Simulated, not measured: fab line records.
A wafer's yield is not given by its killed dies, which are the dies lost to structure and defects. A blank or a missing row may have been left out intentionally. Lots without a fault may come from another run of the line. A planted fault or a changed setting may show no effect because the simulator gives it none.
Problem report in the 8D (eight disciplines) form, filled by code | flow gf180mcu | the parts of the form that need people (team, actions taken, sign-off) are left out

## 1. WHAT WENT WRONG
chamber_pressure_pa at GF_TOP_METAL_SPUTTER_01 reads a mean of 0.3877 Pa on 1 wafer of 1 lot; wafers without a fault read 0.3999 Pa with a standard deviation of 0.00087. That is -14 standard deviations from the usual mean.
The step: material TiN, target thk 30 nm, time 25 s.
Earliest sighting: wafer L213.2 on pvd_sputter-02 at day 30 21:13. At this step, 36 wafers from 12 lots have a number in the record. Rule for "out" (also "out of limits"): further than 4 standard deviations from the usual mean. The other wafers with a number count as sound.

## 2. WHAT THIS IS AND IS NOT
question                    | is                  | is not
which readings at this step | chamber_pressure_pa | throttle_valve_pct
which lots                  | L213                | L200, L201, L202, L205, L216, L217, L218, L220, L221, L222, L223
which wafers of those lots  | L213.2              | L213.4, L213.6
read on which tools         | pvd_sputter-02      | pvd_sputter-01, pvd_sputter-04
when                        | from day 30 21:13   | up to then (14 sound wafers); but 21 sound wafers of L216, L217, L218, L220, L221, L222, L223 came after

## 3. SUSPECTS, AND WHAT RULES EACH OUT
Counting: a tool at a process step up to the reading stays a suspect if it ran every lot that is out. Sound lots after the first of them don't rule it out here, since some wafers of a struck lot are sound.
- rie_diel-04 at GF_V4_ETCH_16 (etches BARC in N2/H2): kept. The lot that is out, L213, ran on it at day 28 09:38; the last sound lot it ran before that was L205, at day 26 01:02.
- pvd_sputter-04 at GF_V4_SPUTTER_22 (material TiN, target thk 10 nm, time 40 s): kept. The lot that is out, L213, ran on it at day 28 10:22; the last sound lot it ran before that was L205, at day 26 01:50.
- pvd_sputter-02 at GF_TOP_METAL_SPUTTER_01 (material TiN, target thk 30 nm, time 25 s): kept. The lot that is out, L213, ran on it at day 30 21:13; the last sound lot it ran before that was L202, at day 27 22:01. On those wafers its own readings are out: chamber_pressure_pa.
- In rie_diel-04 at GF_V4_ETCH_16, the wafers that are out were processed in chamber 1 and their sound lot-mates in chambers 2, 3.
After the count, these remain: rie_diel-04 at GF_V4_ETCH_16, pvd_sputter-04 at GF_V4_SPUTTER_22 and pvd_sputter-02 at GF_TOP_METAL_SPUTTER_01.

## 4. THE CAUSE (what the simulator had put in)
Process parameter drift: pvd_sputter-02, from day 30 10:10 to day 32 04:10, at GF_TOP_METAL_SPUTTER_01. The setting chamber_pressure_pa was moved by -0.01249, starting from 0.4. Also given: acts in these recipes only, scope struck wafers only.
Of the 3 suspects that counting leaves, this tool is one.

## 5. THE EFFECT CHAIN, in route order
Each row: a reading where the mean over the struck wafers with a number is more than 3 standard deviations away from the usual. Only readings whose record carries a usual standard deviation are examined. hours: median over the lots of the time between each lot's start at the first step of this table that gives one and its start at this step. sigmas: the change, counted in usual standard deviations.
hours | step                    | reading             | usual     | on struck wafers | change  | sigmas
0     | GF_TOP_METAL_SPUTTER_01 | chamber_pressure_pa | 0.3999 Pa | 0.3877           | -0.0122 | -14
The process steps in it:
- GF_TOP_METAL_SPUTTER_01: material TiN, target thk 30 nm, time 25 s.
At these later measuring or inspecting steps, every struck wafer for which the step has a row has a number for every such reading, and none has moved that far: GF_PASSIVATION_THK_MEAS_01.

## 6. HOW IT WOULD HAVE BEEN CAUGHT EARLIER
In this record no reading fell out of limits until day 30 21:13, 11 hours after the fault had begun at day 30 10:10.
